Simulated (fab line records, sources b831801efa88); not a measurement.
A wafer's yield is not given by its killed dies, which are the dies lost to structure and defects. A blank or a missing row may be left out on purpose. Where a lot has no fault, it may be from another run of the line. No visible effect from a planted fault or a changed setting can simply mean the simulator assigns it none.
fab line records ; flow gf180mcu ; part 1 of 2: steps 1 to 29 of 41
record lots=5; wafers=15; last_day=34
route steps=602 shown POLY_GATE@161 HV_LDD@176
lots with no fault: from the same line, run without faults
start_h: the number of hours between the record's first day and the start of the first shown wafer of the lot ; wait_h: hours from the lot's prior step to this one ; " repeats the value in the row above ; L1.1+2: a row that stands for several wafers ; - no value present, or no start provided ; * or withheld: withheld ; < > ~ a bound
route shown NAME@n: NAME is a module with steps in the file, n the number in the route of the first one ; usual: mean/standard deviation taken from wafers without a fault ; same: alike in all rows ; chamber/n: place in a boat ; sites: readings site by site ; _std_site: standard deviation of those values ; _edge_site: inner sites' mean taken away from outer sites' mean ; radius_mm: how far each site lies from the wafer's centre ; mask NAME#n: copy n ; behind: the tool/chamber that last shaped the wafer ; hold: what put the lot on hold/how long, in hours/how the hold closed ; device: whichever transistor did not switch (one of n, p or np) ; end of line: the tests these same wafers got at the end of their route ; a step given without rows: its recipe and nothing more ; killed: dies lost to structure and defects at the first sort, not the wafer's yield ; map: shows each die of a wafer: x if killed, . if not, _ if none is there
set.NAME: the run value of the setting; set.NAME@STEP: its run value at that earlier step ; model.NAME: the simulator's own value behind a step, which no gauge read
a table for each step, a row for each wafer; lots at some steps of the route
services: a tool's chamber out of use, with start hour (start_h, from the record's first day; less than 0 if before it), hours out, and reason
## steps
# step GF_POLY_GATE_COAT_04
# recipe resist=BARC; temp_c=withheld; time_s=withheld; spin_rpm=withheld; resist_thk_nm=withheld
# usual dispense_pressure_kPa=53/5.3
lot.wafer;tool;chamber;start_h;wait_h;dispense_pressure_kPa
L074.1;litho_track-01;0;188.20;0.1;45
L074.2;litho_track-01;0;188.20;0.1;45
L074.4;litho_track-01;0;188.20;0.1;45
L082.1;litho_track-03;0;246.23;0.1;57
L082.2;litho_track-03;0;246.23;0.1;57
L082.6;litho_track-03;0;246.23;0.1;57
L085.1;litho_track-03;0;272.63;0.1;57
L085.2;litho_track-03;0;272.63;0.1;57
L085.3;litho_track-03;0;272.63;0.1;57
L089.1;litho_track-04;0;300.59;0.1;54
L089.3;litho_track-04;0;300.59;0.1;54
L089.4;litho_track-04;0;300.59;0.1;54
L097.2;litho_track-04;0;352.61;0.1;54
L097.3;litho_track-04;0;352.61;0.1;54
L097.5;litho_track-04;0;352.61;0.1;54
# step GF_POLY_GATE_COAT_05
# recipe resist=KrF; spin_rpm=withheld; resist_thk_nm=700
# usual dispense_pressure_kPa=53/5.3
lot.wafer;tool;chamber;start_h;wait_h;dispense_pressure_kPa
L074.1;litho_track-01;0;-;-;45
L074.2;litho_track-01;0;-;-;45
L074.4;litho_track-01;0;-;-;45
L082.1;litho_track-03;0;-;-;57
L082.2;litho_track-03;0;-;-;57
L082.6;litho_track-03;0;-;-;57
L085.1;litho_track-03;0;-;-;57
L085.2;litho_track-03;0;-;-;57
L085.3;litho_track-03;0;-;-;57
L089.1;litho_track-04;0;-;-;54
L089.3;litho_track-04;0;-;-;54
L089.4;litho_track-04;0;-;-;54
L097.2;litho_track-04;0;-;-;54
L097.3;litho_track-04;0;-;-;54
L097.5;litho_track-04;0;-;-;54
# step GF_POLY_GATE_SOFTBAKE_06
# recipe temp_c=130; time_s=60; resist=KrF
lot.wafer;tool;chamber;start_h;wait_h
L074.1+2+4;litho_track-01;0;-;-
L082.1+2+6;litho_track-03;0;-;-
L085.1+2+3;litho_track-03;0;-;-
L089.1+3+4;litho_track-04;0;-;-
L097.2+3+5;litho_track-04;0;-;-
# step GF_POLY_GATE_EXPOSE_07
# recipe mask_id=Poly2; target_cd_nm=280; na=0.68; source_shape=conventional; sigma_outer=0.6; dose_mj=28
lot.wafer;tool;chamber;start_h;wait_h;mask
L074.1+2+4;krf_scanner-02;0;-;-;Poly2#0
L082.1+2+6;krf_scanner-02;0;-;-;Poly2#0
L085.1+2+3;krf_scanner-02;0;-;-;Poly2#0
L089.1+3+4;krf_scanner-02;0;-;-;Poly2#0
L097.2+3+5;krf_scanner-02;0;-;-;Poly2#0
# step GF_POLY_GATE_PEB_08
# recipe peb_temp_c=135; peb_time_s=90; resist=KrF
lot.wafer;tool;chamber;start_h;wait_h
L074.1+2+4;litho_track-03;0;-;-
L082.1+2+6;litho_track-01;0;-;-
L085.1+2+3;litho_track-04;0;-;-
L089.1+3+4;litho_track-04;0;-;-
L097.2+3+5;litho_track-03;0;-;-
# step GF_POLY_GATE_DEVELOP_09
# recipe develop_time_s=60; resist=KrF; dev_temp_c=21
# usual developer_temp_C=20.99/0.11
lot.wafer;tool;chamber;start_h;wait_h;developer_temp_C
L074.1;litho_track-03;0;197.03;0.2;21.01
L074.2;litho_track-03;0;197.03;0.2;21.11
L074.4;litho_track-03;0;197.03;0.2;21.08
L082.1;litho_track-01;0;255.95;0.2;20.91
L082.2;litho_track-01;0;255.95;0.2;20.78
L082.6;litho_track-01;0;255.95;0.2;20.82
L085.1;litho_track-04;0;282.44;0.2;20.93
L085.2;litho_track-04;0;282.44;0.2;20.99
L085.3;litho_track-04;0;282.44;0.2;21.03
L089.1;litho_track-04;0;311.09;0.2;20.98
L089.3;litho_track-04;0;311.09;0.2;20.83
L089.4;litho_track-04;0;311.09;0.2;20.88
L097.2;litho_track-03;0;363.26;0.2;20.99
L097.3;litho_track-03;0;363.26;0.2;20.99
L097.5;litho_track-03;0;363.26;0.2;20.85
# step GF_POLY_GATE_CD_MEAS_10
# recipe target_cd_nm=280
# usual cd_nm=280.3/1.1
lot.wafer;tool;chamber;start_h;wait_h;cd_nm
L074.1;cd_sem-02;-;197.18;0.1;279.5
L074.2;cd_sem-02;-;197.18;0.1;279.1
L074.4;cd_sem-02;-;197.18;0.1;279.4
L082.1;cd_sem-02;-;256.10;0.1;282.5
L082.2;cd_sem-02;-;256.10;0.1;282.6
L082.6;cd_sem-02;-;256.10;0.1;281.9
L085.1;cd_sem-02;-;282.59;0.1;281.8
L085.2;cd_sem-02;-;282.59;0.1;281.0
L085.3;cd_sem-02;-;282.59;0.1;282.2
L089.1;cd_sem-02;-;311.24;0.1;281.4
L089.3;cd_sem-02;-;311.24;0.1;281.3
L089.4;cd_sem-02;-;311.24;0.1;281.8
L097.2;cd_sem-02;-;363.40;0.1;279.4
L097.3;cd_sem-02;-;363.40;0.1;279.0
L097.5;cd_sem-02;-;363.40;0.1;279.8
# step GF_POLY_GATE_OVL_MEAS_11
# usual POLY_GATE_OVL=-1/5.3
lot.wafer;tool;chamber;start_h;wait_h;POLY_GATE_OVL[nm]
L074.1;overlay-01;-;197.30;0.1;-4
L074.2;overlay-01;-;197.30;0.1;-3
L074.4;overlay-01;-;197.30;0.1;2
L082.1;overlay-01;-;256.22;0.1;-6
L082.2;overlay-01;-;256.22;0.1;-9
L082.6;overlay-01;-;256.22;0.1;-9
L085.1;overlay-02;-;282.71;0.1;-1
L085.2;overlay-02;-;282.71;0.1;-3
L085.3;overlay-02;-;282.71;0.1;-7
L089.1;overlay-02;-;311.36;0.1;8
L089.3;overlay-02;-;311.36;0.1;-3
L089.4;overlay-02;-;311.36;0.1;4
L097.2;overlay-01;-;363.51;0.1;2
L097.3;overlay-01;-;363.51;0.1;-7
L097.5;overlay-01;-;363.51;0.1;-4
# step GF_POLY_GATE_ETCH_12
# recipe chemistry=N2/H2; target_depth_a=withheld; overetch_a=withheld; time_s=withheld; target=BARC; ion_energy_ev=200; source_w=500; bias_w=100; pressure_mtorr=30; n2_flow_sccm=100; h2_flow_sccm=200
# usual drypump_motor_current_A=5.7/0.6; h2_flow_sccm=200.1/0.6; n2_flow_sccm=100.0/0.31; oes_product_au=0.735/0.0045; throttle_valve_pct=13.214/0.01
lot.wafer;tool;chamber;start_h;wait_h;drypump_motor_current_A;h2_flow_sccm;n2_flow_sccm;oes_product_au;throttle_valve_pct
L074.1;rie_diel-04;2;197.34;0.0;6.5;201.0;99.7;0.728;13.204
L074.2;rie_diel-04;3;197.34;0.0;5.3;199.6;100.0;0.730;13.205
L074.4;rie_diel-04;1;197.34;0.0;5.0;200.3;99.5;0.732;13.208
L082.1;rie_diel-04;3;256.26;0.0;5.3;200.6;100.0;0.731;13.212
L082.2;rie_diel-04;0;256.26;0.0;6.7;200.6;99.8;0.734;13.218
L082.6;rie_diel-04;1;256.26;0.0;5.0;200.3;99.8;0.732;13.199
L085.1;rie_diel-04;3;282.75;0.0;5.3;201.1;100.1;0.730;13.215
L085.2;rie_diel-04;0;282.75;0.0;6.7;199.6;99.9;0.734;13.222
L085.3;rie_diel-04;1;282.75;0.0;5.0;199.9;99.9;0.740;13.201
L089.1;rie_diel-02;3;311.40;0.0;5.7;200.1;99.7;0.744;13.200
L089.3;rie_diel-02;1;311.40;0.0;5.7;199.4;100.6;0.731;13.206
L089.4;rie_diel-02;1;311.40;0.0;5.7;200.3;100.1;0.733;13.217
L097.2;rie_diel-01;2;363.54;0.0;5.5;200.3;100.5;0.735;13.227
L097.3;rie_diel-01;1;363.54;0.0;5.8;199.5;99.6;0.732;13.215
L097.5;rie_diel-01;0;363.54;0.0;5.3;200.5;99.4;0.742;13.204
# step GF_POLY_GATE_ETCH_13
# recipe target=poly-Si; target_depth_nm=198.5; stop_on=SiO2; over_etch_frac=0.403; chemistry=HBr/Cl2; icp_w=400; bias_w=100; pressure_mtorr=10; HBr_flow_sccm=150; Cl2_flow_sccm=50; time_s=69.6
# usual drypump_motor_current_A=5.8/0.33; oes_product_au=0.991/0.0077; throttle_valve_pct=33.685/0.009
lot.wafer;tool;chamber;start_h;wait_h;drypump_motor_current_A;oes_product_au;rf_hours_counter_h;throttle_valve_pct
L074.1;rie_si-02;3;197.39;-;6.5;0.990;0;33.672
L074.2;rie_si-02;1;197.39;-;5.5;0.995;63;33.684
L074.4;rie_si-02;0;197.39;-;5.6;0.991;27;33.683
L082.1;rie_si-01;1;256.31;-;5.8;0.980;2;33.677
L082.2;rie_si-01;0;256.31;-;5.6;0.980;68;33.686
L082.6;rie_si-01;1;256.31;-;5.7;0.981;-;33.683
L085.1;rie_si-01;3;282.80;-;6.3;1.001;60;33.710
L085.2;rie_si-01;2;282.80;-;5.5;0.990;73;33.679
L085.3;rie_si-01;0;282.80;-;5.6;0.988;69;33.687
L089.1;rie_si-01;3;311.45;-;6.3;0.986;61;33.690
L089.3;rie_si-01;2;311.45;-;5.5;0.974;73;33.679
L089.4;rie_si-01;1;311.45;-;5.7;0.987;3;33.685
L097.2;rie_si-01;2;363.59;-;5.5;0.987;74;33.687
L097.3;rie_si-01;0;363.59;-;5.6;0.999;69;33.688
L097.5;rie_si-01;0;363.59;-;5.6;0.991;-;33.688
# step GF_POLY_GATE_STRIP_14
# recipe chemistry=O2/N2; power_w=1400; pressure_mtorr=1500; platen_temp_c=250; o2_flow_sccm=3000; n2_flow_sccm=300; overash_fraction=0.5
# usual drypump_motor_current_A=5.73/0.28; heater_power_w=328/39; n2_flow_sccm=299.9/0.86; oes_product_au=0.505/0.0045
lot.wafer;tool;chamber;start_h;wait_h;drypump_motor_current_A;heater_power_w;n2_flow_sccm;oes_product_au;rf_hours_counter_h
L074.1;plasma_asher-03;0;197.45;0.0;5.84;321;299.2;0.503;9
L074.2;plasma_asher-03;1;197.45;0.0;5.80;386;300.7;0.508;9
L074.4;plasma_asher-03;0;197.45;0.0;5.83;310;300.2;0.506;-
L082.1;plasma_asher-04;1;256.36;0.0;5.65;300;300.5;0.512;49
L082.2;plasma_asher-04;0;256.36;0.0;5.65;339;300.3;0.511;49
L082.6;plasma_asher-04;0;256.36;0.0;5.69;324;298.9;0.505;-
L085.1;plasma_asher-01;1;282.85;0.0;5.29;272;300.4;0.504;66
L085.2;plasma_asher-01;0;282.85;0.0;6.23;375;300.3;0.503;66
L085.3;plasma_asher-01;1;282.85;0.0;5.30;267;300.8;0.512;-
L089.1;plasma_asher-04;0;311.50;0.0;5.64;328;299.2;0.508;55
L089.3;plasma_asher-04;1;311.50;0.0;5.66;299;298.1;0.506;-
L089.4;plasma_asher-04;0;311.50;0.0;5.64;329;300.4;0.500;-
L097.2;plasma_asher-01;1;363.64;0.0;5.30;277;299.9;0.504;75
L097.3;plasma_asher-01;1;363.64;0.0;5.28;274;301.1;0.502;-
L097.5;plasma_asher-01;1;363.64;0.0;5.29;274;301.2;0.507;-
# step GF_POLY_GATE_CLEAN_15
# recipe chemistry=SC1/SC2; mix=1:4:20; temp_c=70; time_s=150; dry=n2_spin
lot.wafer;tool;chamber;start_h;wait_h
L074.1+2+4;wet_bench-04;2;197.55;0.1
L082.1+2+6;wet_bench-01;3;256.49;0.1
L085.1+2+3;wet_bench-04;3;282.95;0.1
L089.1+3+4;wet_bench-04;2;311.60;0.1
L097.2+3+5;wet_bench-04;1;363.74;0.1
# step GF_POLY_GATE_OXIDATION_16
# recipe temp_c=850; ambient=O2; stabilise_s=600; purge_s=300; target_thk_a=40; ox_time_s=899
lot.wafer;tool;chamber;start_h;wait_h
L074.1+2+4;furnace-01;0;197.60;0.0
L082.1+2+6;furnace-01;0;257.18;0.6
L085.1+2+3;furnace-01;0;283.01;0.0
L089.1+3+4;furnace-01;0;311.65;0.0
L097.2+3+5;furnace-01;0;365.09;1.3
# step GF_POLY_GATE_THK_MEAS_17
# recipe reads=SiO2_of_POLY_GATE_OXIDATION_16
# usual POLY_GATE_OXIDATION_THK=4.02/0.076
lot.wafer;tool;chamber;start_h;wait_h;POLY_GATE_OXIDATION_THK[nm]
L074.1;film_metro-01;-;198.85;0.0;3.89
L074.2;film_metro-01;-;198.85;0.0;3.93
L074.4;film_metro-01;-;198.85;0.0;3.89
L082.1;film_metro-02;-;258.44;0.0;4.12
L082.2;film_metro-02;-;258.44;0.0;4.04
L082.6;film_metro-02;-;258.44;0.0;4.14
L085.1;film_metro-02;-;284.26;0.0;4.02
L085.2;film_metro-02;-;284.26;0.0;4.02
L085.3;film_metro-02;-;284.26;0.0;4.01
L089.1;film_metro-03;-;312.90;0.0;4.01
L089.3;film_metro-03;-;312.90;0.0;3.97
L089.4;film_metro-03;-;312.90;0.0;3.99
L097.2;film_metro-01;-;366.35;0.0;3.93
L097.3;film_metro-01;-;366.35;0.0;3.92
L097.5;film_metro-01;-;366.35;0.0;4.02
# step GF_POLY_GATE_CD_MEAS_18
# usual cd_nm=280.3/1.8
lot.wafer;tool;chamber;start_h;wait_h;cd_nm
L074.1;cd_sem-02;-;198.91;0.1;279.3
L074.2;cd_sem-02;-;198.91;0.1;281.0
L074.4;cd_sem-02;-;198.91;0.1;278.6
L082.1;cd_sem-02;-;258.66;0.2;283.0
L082.2;cd_sem-02;-;258.66;0.2;284.0
L082.6;cd_sem-02;-;258.66;0.2;282.0
L085.1;cd_sem-01;-;284.32;0.1;281.3
L085.2;cd_sem-01;-;284.32;0.1;283.4
L085.3;cd_sem-01;-;284.32;0.1;279.1
L089.1;cd_sem-01;-;312.96;0.1;279.8
L089.3;cd_sem-01;-;312.96;0.1;280.8
L089.4;cd_sem-01;-;312.96;0.1;280.5
L097.2;cd_sem-02;-;366.43;0.1;281.8
L097.3;cd_sem-02;-;366.43;0.1;278.1
L097.5;cd_sem-02;-;366.43;0.1;277.7
# step GF_HV_LDD_DEHYDRATE_00
# recipe temp_c=200; time_s=60
lot.wafer;tool;chamber;start_h;wait_h
L074.1+2+4;litho_track-04;0;206.89;8.0
L082.1+2+6;litho_track-01;0;267.40;8.7
L085.1+2+3;litho_track-01;0;294.35;10.0
L089.1+3+4;litho_track-02;0;322.91;9.9
L097.2+3+5;litho_track-04;0;377.21;10.8
# step GF_HV_LDD_HMDS_01
# recipe prime_time_s=60; prime_temp_c=120
lot.wafer;tool;chamber;start_h;wait_h
L074.1+2+4;litho_track-04;0;207.04;0.1
L082.1+2+6;litho_track-01;0;267.55;0.1
L085.1+2+3;litho_track-01;0;294.50;0.1
L089.1+3+4;litho_track-02;0;323.06;0.1
L097.2+3+5;litho_track-04;0;377.36;0.1
# step GF_HV_LDD_COAT_02
# recipe resist=NOVOLAK; spin_rpm=3000; resist_thk_nm=1000
# usual dispense_pressure_kPa=50/3.9
lot.wafer;tool;chamber;start_h;wait_h;dispense_pressure_kPa
L074.1;litho_track-04;0;207.19;0.1;54
L074.2;litho_track-04;0;207.19;0.1;54
L074.4;litho_track-04;0;207.19;0.1;54
L082.1;litho_track-01;0;267.70;0.1;45
L082.2;litho_track-01;0;267.70;0.1;45
L082.6;litho_track-01;0;267.70;0.1;45
L085.1;litho_track-01;0;294.65;0.1;45
L085.2;litho_track-01;0;294.65;0.1;45
L085.3;litho_track-01;0;294.65;0.1;45
L089.1;litho_track-02;0;323.21;0.1;50
L089.3;litho_track-02;0;323.21;0.1;50
L089.4;litho_track-02;0;323.21;0.1;50
L097.2;litho_track-04;0;377.51;0.1;54
L097.3;litho_track-04;0;377.51;0.1;54
L097.5;litho_track-04;0;377.51;0.1;54
# step GF_HV_LDD_SOFTBAKE_03
# recipe temp_c=90; time_s=60; resist=NOVOLAK
lot.wafer;tool;chamber;start_h;wait_h
L074.1+2+4;litho_track-04;0;207.34;0.1
L082.1+2+6;litho_track-01;0;267.85;0.1
L085.1+2+3;litho_track-01;0;294.80;0.1
L089.1+3+4;litho_track-02;0;323.36;0.1
L097.2+3+5;litho_track-04;0;377.66;0.1
# step GF_HV_LDD_EXPOSE_04
# recipe mask_id=Nplus_LV_AREA; target_cd_nm=400; na=0.6; source_shape=conventional; sigma_outer=0.6; dose_mj=140
lot.wafer;tool;chamber;start_h;wait_h;mask
L074.1+2+4;iline_stepper-02;0;-;-;Nplus_LV_AREA#0
L082.1+2+6;iline_stepper-02;0;-;-;Nplus_LV_AREA#0
L085.1+2+3;iline_stepper-01;0;-;-;Nplus_LV_AREA#0
L089.1+3+4;iline_stepper-01;0;-;-;Nplus_LV_AREA#0
L097.2+3+5;iline_stepper-01;0;-;-;Nplus_LV_AREA#0
# step GF_HV_LDD_PEB_05
# recipe temp_c=withheld; time_s=*; resist=NOVOLAK
lot.wafer;tool;chamber;start_h;wait_h
L074.1+2+4;litho_track-01;0;-;-
L082.1+2+6;litho_track-04;0;-;-
L085.1+2+3;litho_track-01;0;-;-
L089.1+3+4;litho_track-02;0;-;-
L097.2+3+5;litho_track-02;0;-;-
# step GF_HV_LDD_DEVELOP_06
# recipe develop_time_s=60; dev_temp_c=23
# usual developer_temp_C=23.02/0.11
lot.wafer;tool;chamber;start_h;wait_h;developer_temp_C
L074.1;litho_track-01;0;215.85;0.1;22.89
L074.2;litho_track-01;0;215.85;0.1;23.07
L074.4;litho_track-01;0;215.85;0.1;23.00
L082.1;litho_track-04;0;278.34;0.1;22.99
L082.2;litho_track-04;0;278.34;0.1;23.11
L082.6;litho_track-04;0;278.34;0.1;23.09
L085.1;litho_track-01;0;304.95;0.1;23.07
L085.2;litho_track-01;0;304.95;0.1;23.09
L085.3;litho_track-01;0;304.95;0.1;23.05
L089.1;litho_track-02;0;333.96;0.1;23.26
L089.3;litho_track-02;0;333.96;0.1;23.08
L089.4;litho_track-02;0;333.96;0.1;23.22
L097.2;litho_track-02;0;389.14;0.1;23.01
L097.3;litho_track-02;0;389.14;0.1;23.10
L097.5;litho_track-02;0;389.14;0.1;22.96
# step GF_HV_LDD_CD_MEAS_07
# recipe target_cd_nm=400
# usual cd_nm=400.9/2.5
lot.wafer;tool;chamber;start_h;wait_h;cd_nm
L074.1;cd_sem-02;-;216.00;0.1;398.4
L074.2;cd_sem-02;-;216.00;0.1;399.0
L074.4;cd_sem-02;-;216.00;0.1;398.8
L082.1;cd_sem-01;-;278.49;0.1;398.6
L082.2;cd_sem-01;-;278.49;0.1;398.6
L082.6;cd_sem-01;-;278.49;0.1;399.6
L085.1;cd_sem-01;-;305.10;0.1;399.9
L085.2;cd_sem-01;-;305.10;0.1;398.5
L085.3;cd_sem-01;-;305.10;0.1;399.9
L089.1;cd_sem-01;-;334.11;0.1;405.4
L089.3;cd_sem-01;-;334.11;0.1;403.7
L089.4;cd_sem-01;-;334.11;0.1;404.8
L097.2;cd_sem-02;-;389.28;0.1;403.6
L097.3;cd_sem-02;-;389.28;0.1;401.8
L097.5;cd_sem-02;-;389.28;0.1;400.8
# step GF_HV_LDD_OVL_MEAS_08
# usual HV_LDD_OVL=-0.4/1.4
lot.wafer;tool;chamber;start_h;wait_h;HV_LDD_OVL[nm]
L074.1;overlay-02;-;216.12;0.1;-0.8
L074.2;overlay-02;-;216.12;0.1;0.0
L074.4;overlay-02;-;216.12;0.1;0.1
L082.1;overlay-01;-;278.61;0.1;-3.0
L082.2;overlay-01;-;278.61;0.1;-0.8
L082.6;overlay-01;-;278.61;0.1;-0.9
L085.1;overlay-01;-;305.22;0.1;-1.1
L085.2;overlay-01;-;305.22;0.1;0.7
L085.3;overlay-01;-;305.22;0.1;-0.2
L089.1;overlay-02;-;334.23;0.1;-0.5
L089.3;overlay-02;-;334.23;0.1;-0.3
L089.4;overlay-02;-;334.23;0.1;-2.0
L097.2;overlay-02;-;389.39;0.1;-1.3
L097.3;overlay-02;-;389.39;0.1;-1.2
L097.5;overlay-02;-;389.39;0.1;-1.4
# step GF_HV_LDD_IMPLANT_09
# recipe species=As; energy_kev=40; dose_cm2=1e+14; tilt_deg=7
# usual beam_on_s=9.99/0.21
# same implant_ion_amu=75
lot.wafer;tool;chamber;start_h;wait_h;beam_on_s
L074.1;implanter-03;0;216.16;0.0;10.14
L074.2;implanter-03;0;216.16;0.0;9.92
L074.4;implanter-03;0;216.16;0.0;9.87
L082.1;implanter-04;0;278.65;0.0;9.84
L082.2;implanter-04;0;278.65;0.0;10.00
L082.6;implanter-04;0;278.65;0.0;10.03
L085.1;implanter-04;0;305.26;0.0;9.85
L085.2;implanter-04;0;305.26;0.0;10.18
L085.3;implanter-04;0;305.26;0.0;10.17
L089.1;implanter-04;0;334.27;0.0;10.02
L089.3;implanter-04;0;334.27;0.0;10.15
L089.4;implanter-04;0;334.27;0.0;10.09
L097.2;implanter-03;0;389.44;0.0;10.06
L097.3;implanter-03;0;389.44;0.0;9.73
L097.5;implanter-03;0;389.44;0.0;9.91
# step GF_HV_LDD_STRIP_10
# recipe chemistry=O2/N2; power_w=1400; pressure_mtorr=1500; platen_temp_c=250; o2_flow_sccm=3000; n2_flow_sccm=300; overash_fraction=0.5
# usual drypump_motor_current_A=5.6/0.38; heater_power_w=366/43; n2_flow_sccm=300.1/0.81; oes_product_au=0.716/0.0041; strip_time_to_endpoint_s=12.62/0.034
lot.wafer;tool;chamber;start_h;wait_h;drypump_motor_current_A;heater_power_w;n2_flow_sccm;oes_product_au;rf_hours_counter_h;strip_time_to_endpoint_s
L074.1;plasma_asher-01;1;216.31;0.1;5.3;276;299.6;0.714;59;12.61
L074.2;plasma_asher-01;0;216.31;0.1;6.2;381;301.6;0.719;59;12.59
L074.4;plasma_asher-01;1;216.31;0.1;5.3;274;300.3;0.714;-;12.60
L082.1;plasma_asher-03;0;278.80;0.1;5.8;334;301.3;0.707;17;12.60
L082.2;plasma_asher-03;1;278.80;0.1;5.8;372;300.7;0.716;17;12.58
L082.6;plasma_asher-03;1;278.80;0.1;5.8;374;301.1;0.717;-;12.59
L085.1;plasma_asher-03;1;305.41;0.1;5.8;376;299.9;0.718;20;12.57
L085.2;plasma_asher-03;0;305.41;0.1;5.9;324;299.9;0.720;20;12.60
L085.3;plasma_asher-03;0;305.41;0.1;5.9;312;300.1;0.714;-;12.61
L089.1;plasma_asher-01;1;334.42;0.1;5.3;273;301.1;0.720;72;12.61
L089.3;plasma_asher-01;1;334.42;0.1;5.3;272;300.5;0.718;-;12.64
L089.4;plasma_asher-01;0;334.42;0.1;6.2;381;299.5;0.716;-;12.65
L097.2;plasma_asher-03;0;389.57;0.1;5.9;320;300.9;0.712;28;12.64
L097.3;plasma_asher-03;1;389.57;0.1;5.8;378;299.1;0.717;-;12.64
L097.5;plasma_asher-03;0;389.57;0.1;5.9;314;300.7;0.714;-;12.68
# step GF_HV_LDD_TW_MEAS_11
# usual HV_LDD_TW=2427/11
lot.wafer;tool;chamber;start_h;wait_h;HV_LDD_TW
L074.1;film_metro-03;-;216.41;0.1;2416
L074.2;film_metro-03;-;216.41;0.1;2439
L074.4;film_metro-03;-;216.41;0.1;2407
L082.1;film_metro-01;-;278.90;0.1;2437
L082.2;film_metro-01;-;278.90;0.1;2424
L082.6;film_metro-01;-;278.90;0.1;2434
L085.1;film_metro-03;-;305.51;0.1;2441
L085.2;film_metro-03;-;305.51;0.1;2434
L085.3;film_metro-03;-;305.51;0.1;2436
L089.1;film_metro-04;-;334.52;0.1;2403
L089.3;film_metro-04;-;334.52;0.1;2435
L089.4;film_metro-04;-;334.52;0.1;2423
L097.2;film_metro-01;-;389.68;0.1;2441
L097.3;film_metro-01;-;389.68;0.1;2432
L097.5;film_metro-01;-;389.68;0.1;2431
# step GF_HV_LDD_DEHYDRATE_12
# recipe temp_c=200; time_s=60
lot.wafer;tool;chamber;start_h;wait_h
L074.1+2+4;litho_track-02;0;224.71;8.3
L082.1+2+6;litho_track-04;0;288.04;9.1
L085.1+2+3;litho_track-02;0;315.51;10.0
L089.1+3+4;litho_track-02;0;344.61;10.1
L097.2+3+5;litho_track-01;0;400.17;10.5
# step GF_HV_LDD_HMDS_13
# recipe prime_time_s=60; prime_temp_c=120
lot.wafer;tool;chamber;start_h;wait_h
L074.1+2+4;litho_track-02;0;224.86;0.1
L082.1+2+6;litho_track-04;0;288.19;0.1
L085.1+2+3;litho_track-02;0;315.66;0.1
L089.1+3+4;litho_track-02;0;344.76;0.1
L097.2+3+5;litho_track-01;0;400.32;0.1
